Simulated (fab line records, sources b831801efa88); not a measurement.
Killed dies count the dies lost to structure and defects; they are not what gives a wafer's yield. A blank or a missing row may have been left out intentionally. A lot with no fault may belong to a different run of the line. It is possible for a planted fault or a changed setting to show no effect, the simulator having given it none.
fab line records ; flow sky130
record: lots: 15; wafers: 45; last_day: 50
route steps=708 shown RES_PROTECT@214 SPACER@305 POLY_CUT@318 SD_P@325
lots with no fault: from the same line, run without faults
start_h: the number of hours between the record's first day and the start of the first shown wafer of the lot ; wait_h: hours from the lot's prior step to this one ; " same as the row above ; L1.1+2: a single row standing in for several wafers ; - no value, or no start given ; * or withheld: withheld ; < > ~ a bound
route shown NAME@n: names a module that has steps shown in the file, with the first one's number in the route ; usual: mean/standard deviation of fault-free wafers ; same: alike in all rows ; chamber/n: place in a boat ; sites: readings site by site ; _std_site: standard deviation across them ; _edge_site: the outer-site mean with the inner-site mean subtracted ; radius_mm: for every site, how far away it sits from the centre of the wafer ; mask NAME#n: copy n ; behind: tool/chamber where the wafer was last shaped ; hold: why the lot was held/for how many hours/how that ended ; device: names the non-switching transistor (n, p or np) ; end of line: the tests these same wafers got at the end of their route ; step lacking rows: just its recipe ; killed: dies lost to structure and defects at the first sort, not the wafer's yield ; map: dies across one wafer; x = killed, . = not, _ = none there
set.NAME: setting as actually run; set.NAME@STEP: the setting as run at that earlier step ; model.NAME: the simulator's own value behind a step, which no gauge read
the route's steps for a sample of lots (tables are steps, rows are wafers)
services: from which hour (start_h, from the record's first day; less than 0 if before it) a tool's chamber was out of use, for how many hours, and why
== steps ==
step: SKY_RES_PROTECT_STRIP_07
recipe: chemistry: O2/N2; power_w: 1400; pressure_mtorr: 1500; platen_temp_c: withheld; o2_flow_sccm: 3000; n2_flow_sccm: 300; overash_fraction: 0.5
usual: drypump_motor_current_A: 5.7/0.41; oes_product_au: 0.517/0.0047; strip_time_to_endpoint_s: 23.35/0.037
same: overash_fraction: 0.5
lot.wafer;tool;chamber;start_h;wait_h;drypump_motor_current_A;oes_product_au;rf_hours_counter_h;strip_time_to_endpoint_s
L374.1;plasma_asher-03;0;353.52;0.1;6.7;0.519;66;23.38
L374.2;plasma_asher-03;1;353.52;0.1;5.8;0.516;66;23.42
L374.5;plasma_asher-03;1;353.52;0.1;5.8;0.521;-;23.37
L375.1;plasma_asher-01;1;375.12;0.1;5.8;0.518;25;23.33
L375.2;plasma_asher-01;0;375.12;0.1;5.5;0.518;25;23.36
L375.6;plasma_asher-01;0;375.12;0.1;5.5;0.514;-;23.31
L376.1;plasma_asher-03;0;376.56;0.1;6.7;0.513;68;23.28
L376.4;plasma_asher-03;1;376.56;0.1;5.8;0.523;-;23.36
L376.5;plasma_asher-03;0;376.56;0.1;6.7;0.508;-;23.30
L377.2;plasma_asher-02;0;381.27;0.1;5.2;0.515;69;23.35
L377.5;plasma_asher-02;0;381.27;0.1;5.2;0.527;-;23.37
L377.6;plasma_asher-02;1;381.27;0.1;5.9;0.506;-;23.39
L378.3;plasma_asher-01;0;389.28;0.1;5.5;0.521;-;23.33
L378.4;plasma_asher-01;1;389.28;0.1;5.7;0.518;-;23.30
L378.6;plasma_asher-01;1;389.28;0.1;5.8;0.514;-;23.34
L379.1;plasma_asher-02;1;399.49;0.1;5.9;0.515;71;23.37
L379.5;plasma_asher-02;1;399.49;0.1;5.9;0.517;-;23.33
L379.6;plasma_asher-02;0;399.49;0.1;5.2;0.526;-;23.34
L380.1;plasma_asher-02;1;401.82;0.1;5.9;0.518;71;23.34
L380.4;plasma_asher-02;0;401.82;0.1;5.2;0.516;-;23.34
L380.6;plasma_asher-02;1;401.82;0.1;5.9;0.521;-;23.36
L382.1;plasma_asher-01;1;427.62;0.1;5.8;0.508;30;23.32
L382.2;plasma_asher-01;0;427.62;0.1;5.5;0.513;30;23.30
L382.6;plasma_asher-01;1;427.62;0.1;5.8;0.518;-;23.32
L381.2;plasma_asher-01;0;427.76;0.1;5.5;0.519;30;23.30
L381.3;plasma_asher-01;1;427.76;0.1;5.7;0.515;-;23.37
L381.5;plasma_asher-01;0;427.76;0.1;5.5;0.517;-;23.35
L383.3;plasma_asher-02;1;436.75;0.1;5.9;0.509;-;23.34
L383.5;plasma_asher-02;0;436.75;0.1;5.2;0.517;-;23.34
L383.6;plasma_asher-02;1;436.75;0.1;5.9;0.517;-;23.34
L384.2;plasma_asher-03;1;444.02;0.1;5.8;0.515;1;23.40
L384.4;plasma_asher-03;1;444.02;0.1;5.8;0.509;-;23.44
L384.5;plasma_asher-03;0;444.02;0.1;6.7;0.511;-;23.44
L392.2;plasma_asher-02;1;512.52;0.1;5.9;0.511;82;23.39
L392.4;plasma_asher-02;1;512.52;0.1;5.9;0.512;-;23.36
L392.6;plasma_asher-02;0;512.52;0.1;5.2;0.522;-;23.34
L394.1;plasma_asher-02;0;532.49;0.1;5.2;0.516;84;23.35
L394.4;plasma_asher-02;0;532.49;0.1;5.2;0.517;-;23.39
L394.5;plasma_asher-02;1;532.49;0.1;5.9;0.518;-;23.35
L395.3;plasma_asher-02;0;540.57;0.1;5.2;0.517;-;23.29
L395.4;plasma_asher-02;1;540.57;0.1;5.9;0.505;-;23.30
L395.6;plasma_asher-02;1;540.57;0.1;5.9;0.514;-;23.30
L396.1;plasma_asher-01;0;544.04;0.1;5.5;0.516;42;23.34
L396.4;plasma_asher-01;0;544.04;0.1;5.5;0.518;-;23.37
L396.5;plasma_asher-01;0;544.04;0.1;5.5;0.519;-;23.28
step: SKY_SPACER_THK_MEAS_01
recipe: reads: Si3N4_of_SPACER_CVD_00
usual: SPACER_CVD_00_THK: 43.0/0.43
lot.wafer;tool;chamber;start_h;wait_h;SPACER_CVD_00_THK[nm]
L374.1;film_metro-01;-;543.32;0.0;43.5
L374.2;film_metro-01;-;543.32;0.0;43.6
L374.5;film_metro-01;-;543.32;0.0;43.5
L375.1;film_metro-01;-;563.88;0.0;43.5
L375.2;film_metro-01;-;563.88;0.0;43.7
L375.6;film_metro-01;-;563.88;0.0;43.6
L376.1;film_metro-01;-;566.97;0.0;43.5
L376.4;film_metro-01;-;566.97;0.0;43.4
L376.5;film_metro-01;-;566.97;0.0;43.2
L377.2;film_metro-01;-;572.98;0.0;43.0
L377.5;film_metro-01;-;572.98;0.0;42.8
L377.6;film_metro-01;-;572.98;0.0;42.8
L378.3;film_metro-02;-;580.31;0.0;42.9
L378.4;film_metro-02;-;580.31;0.0;43.4
L378.6;film_metro-02;-;580.31;0.0;43.0
L379.1;film_metro-03;-;588.93;0.0;43.1
L379.5;film_metro-03;-;588.93;0.0;42.9
L379.6;film_metro-03;-;588.93;0.0;43.3
L380.1;film_metro-02;-;594.74;0.0;42.5
L380.4;film_metro-02;-;594.74;0.0;42.7
L380.6;film_metro-02;-;594.74;0.0;42.5
L382.1;film_metro-03;-;614.97;0.0;42.5
L382.2;film_metro-03;-;614.97;0.0;41.9
L382.6;film_metro-03;-;614.97;0.0;42.3
L381.2;film_metro-02;-;616.34;0.0;43.0
L381.3;film_metro-02;-;616.34;0.0;43.0
L381.5;film_metro-02;-;616.34;0.0;43.1
L383.3;film_metro-02;-;624.60;0.0;41.8
L383.5;film_metro-02;-;624.60;0.0;42.3
L383.6;film_metro-02;-;624.60;0.0;41.9
L384.2;film_metro-03;-;631.97;0.0;43.1
L384.4;film_metro-03;-;631.97;0.0;43.2
L384.5;film_metro-03;-;631.97;0.0;43.0
L392.2;film_metro-03;-;695.61;0.0;42.9
L392.4;film_metro-03;-;695.61;0.0;43.1
L392.6;film_metro-03;-;695.61;0.0;43.5
L394.1;film_metro-02;-;714.82;0.0;43.8
L394.4;film_metro-02;-;714.82;0.0;43.4
L394.5;film_metro-02;-;714.82;0.0;43.8
L395.3;film_metro-03;-;721.17;0.0;43.1
L395.4;film_metro-03;-;721.17;0.0;43.0
L395.6;film_metro-03;-;721.17;0.0;43.0
L396.1;film_metro-03;-;725.07;0.0;43.0
L396.4;film_metro-03;-;725.07;0.0;43.3
L396.5;film_metro-03;-;725.07;0.0;42.8
step: SKY_POLY_CUT_ETCH_11
recipe: target: Si3N4; chemistry: CF4/CH2F2/Ar; stop_on: poly-Si; source_w: 600; bias_w: 150; pressure_mtorr: 40; cf4_flow_sccm: 40; ch2f2_flow_sccm: 20; Ar_flow_sccm: 150; time_s: 42.5; target_depth_a: 600
usual: drypump_motor_current_A: 5.6/0.57; oes_product_au: 0.828/0.0056; throttle_valve_pct: 14.994/0.0091
lot.wafer;tool;chamber;start_h;wait_h;drypump_motor_current_A;oes_product_au;rf_hours_counter_h;throttle_valve_pct
L374.1;rie_diel-01;1;573.59;0.0;5.2;0.828;3;14.995
L374.2;rie_diel-01;3;573.59;0.0;6.6;0.823;8;15.001
L374.5;rie_diel-01;3;573.59;0.0;6.7;0.821;-;14.994
L375.1;rie_diel-01;2;593.22;0.0;5.3;0.826;1;14.993
L375.2;rie_diel-01;1;593.22;0.0;5.2;0.826;3;14.995
L375.6;rie_diel-01;2;593.22;0.0;5.2;0.822;-;14.981
L376.1;rie_diel-02;0;596.97;0.0;5.1;0.839;73;14.979
L376.4;rie_diel-02;2;596.97;0.0;5.4;0.829;1;14.987
L376.5;rie_diel-02;3;596.97;0.0;4.8;0.830;-;14.978
L377.2;rie_diel-02;0;602.16;0.0;5.1;0.829;73;15.004
L377.5;rie_diel-02;3;602.16;0.0;4.8;0.837;-;15.003
L377.6;rie_diel-02;0;602.16;0.0;5.1;0.831;-;15.001
L378.3;rie_diel-01;3;609.41;0.0;6.7;0.819;8;15.003
L378.4;rie_diel-01;0;609.41;0.0;5.8;0.821;58;14.985
L378.6;rie_diel-01;2;609.41;0.0;5.3;0.815;-;14.990
L379.1;rie_diel-01;0;618.04;0.0;5.8;0.828;59;14.994
L379.5;rie_diel-01;0;618.04;0.0;5.8;0.829;-;14.996
L379.6;rie_diel-01;1;618.04;0.0;5.2;0.818;-;14.985
L380.1;rie_diel-03;2;622.96;0.0;5.6;0.826;13;15.016
L380.4;rie_diel-03;1;622.96;0.0;5.7;0.825;1;14.993
L380.6;rie_diel-03;0;622.96;0.0;5.0;0.825;-;14.980
L382.1;rie_diel-02;1;643.89;0.0;6.5;0.831;12;15.003
L382.2;rie_diel-02;2;643.89;0.0;5.4;0.826;2;14.991
L382.6;rie_diel-02;0;643.89;0.0;5.0;0.837;-;14.984
L381.2;rie_diel-03;3;644.92;0.0;6.0;0.828;2;15.005
L381.3;rie_diel-03;2;644.92;0.0;5.7;0.838;13;14.988
L381.5;rie_diel-03;3;644.92;0.0;6.0;0.826;-;14.981
L383.3;rie_diel-01;0;653.52;0.0;5.8;0.828;59;14.999
L383.5;rie_diel-01;2;653.52;0.0;5.2;0.832;-;14.997
L383.6;rie_diel-01;3;653.52;0.0;6.7;0.834;-;14.988
L384.2;rie_diel-03;2;660.91;0.0;5.7;0.821;13;14.994
L384.4;rie_diel-03;1;660.91;0.0;5.6;0.834;1;14.997
L384.5;rie_diel-03;2;660.91;0.0;5.7;0.830;-;14.997
L392.2;rie_diel-02;3;723.89;0.0;4.8;0.823;2;14.978
L392.4;rie_diel-02;1;723.89;0.0;6.5;0.827;14;14.986
L392.6;rie_diel-02;0;723.89;0.0;5.1;0.825;-;15.012
L394.1;rie_diel-02;0;742.69;0.0;5.1;0.833;3;14.999
L394.4;rie_diel-02;2;742.69;0.0;5.4;0.829;4;14.992
L394.5;rie_diel-02;3;742.69;0.0;4.8;0.826;-;14.984
L395.3;rie_diel-03;0;749.26;0.0;5.0;0.825;7;15.000
L395.4;rie_diel-03;3;749.26;0.0;6.1;0.822;3;14.991
L395.6;rie_diel-03;2;749.26;0.0;5.7;0.808;-;14.996
L396.1;rie_diel-02;0;753.78;0.0;5.1;0.832;3;15.002
L396.4;rie_diel-02;2;753.78;0.0;5.4;0.832;4;14.983
L396.5;rie_diel-02;1;753.78;0.0;6.5;0.841;-;14.995
step: SKY_SD_P_PEB_05
recipe: temp_c: withheld; time_s: *; resist: NOVOLAK
usual: chill_plate_temp_C: *; exhaust_pa: 45.0/0.89
lot.wafer;tool;chamber;start_h;wait_h;chill_plate_temp_C;exhaust_pa
L374.1;litho_track-04;0;601.97;-;*;45.6
L374.2;litho_track-04;0;601.97;-;*;44.7
L374.5;litho_track-04;0;601.97;-;*;44.5
L375.1;litho_track-03;0;621.21;-;*;45.2
L375.2;litho_track-03;0;621.21;-;*;45.3
L375.6;litho_track-03;0;621.21;-;*;45.8
L376.1;litho_track-01;0;625.34;-;*;44.8
L376.4;litho_track-01;0;625.34;-;*;45.8
L376.5;litho_track-01;0;625.34;-;*;44.6
L377.2;litho_track-03;0;629.94;-;*;45.8
L377.5;litho_track-03;0;629.94;-;*;46.5
L377.6;litho_track-03;0;629.94;-;*;45.5
L378.3;litho_track-04;0;637.22;-;*;47.3
L378.4;litho_track-04;0;637.22;-;*;46.1
L378.6;litho_track-04;0;637.22;-;*;46.4
L379.1;litho_track-04;0;646.27;-;*;43.9
L379.5;litho_track-04;0;646.27;-;*;45.6
L379.6;litho_track-04;0;646.27;-;*;45.4
L380.1;litho_track-01;0;651.19;-;*;46.1
L380.4;litho_track-01;0;651.19;-;*;45.2
L380.6;litho_track-01;0;651.19;-;*;45.1
L382.1;litho_track-01;0;671.89;-;*;45.7
L382.2;litho_track-01;0;671.89;-;*;44.8
L382.6;litho_track-01;0;671.89;-;*;44.8
L381.2;litho_track-03;-;673.09;-;-;-
L381.3;litho_track-03;-;673.09;-;-;-
L381.5;litho_track-03;-;673.09;-;-;-
L383.3;litho_track-03;-;681.56;-;-;-
L383.5;litho_track-03;-;681.56;-;-;-
L383.6;litho_track-03;-;681.56;-;-;-
L384.2;litho_track-01;-;689.57;-;-;-
L384.4;litho_track-01;-;689.57;-;-;-
L384.5;litho_track-01;-;689.57;-;-;-
L392.2;litho_track-01;0;751.42;-;*;45.7
L392.4;litho_track-01;0;751.42;-;*;43.7
L392.6;litho_track-01;0;751.42;-;*;44.9
L394.1;litho_track-04;0;769.72;-;*;44.7
L394.4;litho_track-04;0;769.72;-;*;44.2
L394.5;litho_track-04;0;769.72;-;*;44.2
L395.3;litho_track-03;0;775.66;-;*;46.5
L395.4;litho_track-03;0;775.66;-;*;45.9
L395.6;litho_track-03;0;775.66;-;*;45.7
L396.1;litho_track-04;0;778.97;-;*;44.8
L396.4;litho_track-04;0;778.97;-;*;43.9
L396.5;litho_track-04;0;778.97;-;*;45.0
== services ==
tool;chamber;start_h;hours;kind
rie_diel-01;1;330.94;1.4;repair
rie_diel-02;3;338.71;7.0;repair
rie_diel-01;2;339.22;5.4;repair
rie_diel-03;0;388.14;4.6;repair
rie_diel-03;2;407.47;16.5;repair
rie_diel-03;0;412.03;4.1;repair
rie_diel-01;2;435.37;6.6;repair
rie_diel-02;3;447.53;4.0;repair
rie_diel-02;0;453.88;2.1;repair
plasma_asher-01;-;459.42;1.8;repair
rie_diel-02;3;463.79;1.3;repair
rie_diel-02;3;582.85;5.9;repair
rie_diel-01;3;583.31;13.7;repair
plasma_asher-02;-;606.63;0.4;repair
rie_diel-01;1;621.19;5.8;repair
plasma_asher-01;-;631.41;4.5;repair
rie_diel-01;2;647.14;3.7;repair
plasma_asher-02;-;678.21;2.9;repair
rie_diel-02;2;687.55;23.4;repair
rie_diel-02;0;711.32;6.5;repair
plasma_asher-02;-;733.75;9.0;pm
rie_diel-02;-;762.29;1.6;repair
rie_diel-02;-;775.32;0.4;repair
plasma_asher-02;-;775.72;0.8;repair
== key ==
first_sign: step: SKY_SD_P_PEB_05; reading: tool_record; direction: missing
effect none on later readings
met_at SKY_SD_P_PEB_05
struck_lots L381,L383,L384
sort_left_out L381.2,L381.3,L381.5,L383.3,L383.5,L383.6,L384.2,L384.4,L384.5
tester_left_out L381,L383,L384
not_acting_at SKY_RES_PROTECT_STRIP_07,SKY_SPACER_THK_MEAS_01,SKY_POLY_CUT_ETCH_11
onset_between 671.89 673.09
fault: kind: skipped_step_whole; tool: litho_track-01,litho_track-03; chamber: -; onset_h: 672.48; steps: SKY_SD_P_PEB_05; scope: struck_lots_only
tester_left_out: of these lots the tester's yield and bins aren't shown, on N5 and GAA mostly nor the transistor test; their killed dies are dies lost to structure and defects alone, not to doping, threshold or leakage, so they don't give the yield
sort_left_out: the simulated sort isn't trusted on such a fault, so these wafers' sort isn't shown, and their yield isn't known
